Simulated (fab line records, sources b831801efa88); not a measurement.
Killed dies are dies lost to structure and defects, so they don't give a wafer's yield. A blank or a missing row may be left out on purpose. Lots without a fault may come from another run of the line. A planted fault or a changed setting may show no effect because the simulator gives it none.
Problem report in the 8D (eight disciplines) form, filled by code | flow sky130 | the parts of the form that need people (team, actions taken, sign-off) are left out

1. THE PROBLEM
PASSIVATION_CVD_00_THK at SKY_PASSIVATION_THK_MEAS_01 reads a mean of 161.9 nm on 1 wafer of 1 lot; wafers without a fault read 90.1 nm with a standard deviation of 1.3. That is +55 standard deviations from the usual mean.
First seen on wafer L920.1, day 47 07:24, on film_metro-04. The record holds 33 wafers of 11 lots with a number at this step. Rule for "out", or "out of limits": more than 4 standard deviations from the usual mean. The other wafers with a number count as sound.

2. WHAT IT IS AND WHAT IT IS NOT
question                    | is                     | is not
which readings at this step | PASSIVATION_CVD_00_THK | -
which lots                  | L920                   | L909, L911, L912, L913, L915, L922, L924, L926, L927, L929
which wafers of those lots  | L920.1                 | L920.2, L920.4
read on which gauges        | film_metro-04          | film_metro-01
when                        | from day 47 07:24      | up to then (17 sound wafers); but 15 sound wafers of L922, L924, L926, L927, L929 came after

3. SUSPECTS, AND WHAT RULES EACH OUT
Counting: a tool at a process step up to the reading stays a suspect if it ran every lot that is out. Sound lots after the first of them don't rule it out here, since some wafers of a struck lot are sound.
- the gauge at SKY_PASSIVATION_THK_MEAS_01: kept. All the wafers that are out were read on film_metro-04, and no step on other tools shows them out.
- rie_metal-04 at SKY_METAL5_DESCUM_14 (chemistry O2, time 11 s): kept. It ran the lot that is out, L920 (day 47 06:31); its last sound lot up to then is L913 (day 45 13:52).
- pecvd-03 at SKY_PASSIVATION_CVD_00 (deposits SiO2, target thk 90 nm): kept. It ran the lot that is out, L920 (day 47 07:23); its last sound lot up to then is L915 (day 46 09:02).
- Within rie_metal-04 at SKY_METAL5_DESCUM_14: the wafers that are out ran in chamber 1; their sound lot-mates ran in chamber 0.
- Within pecvd-03 at SKY_PASSIVATION_CVD_00: the wafers that are out ran in chamber 0; their sound lot-mates ran in chambers 1, 2.
Left after counting: rie_metal-04 at SKY_METAL5_DESCUM_14, pecvd-03 at SKY_PASSIVATION_CVD_00, film_metro-04 at SKY_PASSIVATION_THK_MEAS_01.

4. THE CAUSE (what the simulator had put in)
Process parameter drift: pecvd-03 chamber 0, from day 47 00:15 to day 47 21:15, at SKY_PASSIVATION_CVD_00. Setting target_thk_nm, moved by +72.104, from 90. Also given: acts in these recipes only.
Counting left 3 suspects, and this tool is among them.

5. THE CHAIN OF EFFECTS, in route order
Each row: a reading whose mean over the struck wafers that have a number lies more than 3 standard deviations from the usual. Only readings for which the record gives a usual standard deviation are gone through. hours: the time from each lot's start at the first step in this table that gives one to its start at this step, as a median over the lots. sigmas: the change in usual standard deviations.
hours | step                        | reading                | usual   | on struck wafers | change | sigmas
0     | SKY_PASSIVATION_THK_MEAS_01 | PASSIVATION_CVD_00_THK | 90.1 nm | 161.9            | +71.8  | +55
Later measuring or inspecting steps at which every struck wafer that the step has a row for has a number for every such reading, and none has moved that far: SKY_PASSIVATION_THK_MEAS_03.

6. WHAT WOULD HAVE CAUGHT IT SOONER
In this record the first reading out of limits at a measuring or inspecting step was taken at day 47 07:24, 7 hours after the fault began at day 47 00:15.
Of the tool readings at SKY_PASSIVATION_CVD_00 for which the record gives a usual standard deviation, none was out on any struck wafer, so an alarm limit of 4 standard deviations on them would not have fired.
All the lots that are out (1) had begun SKY_PASSIVATION_CVD_00 on pecvd-03 by day 47 07:24. A hold on the tool at that time would have spared none of them.
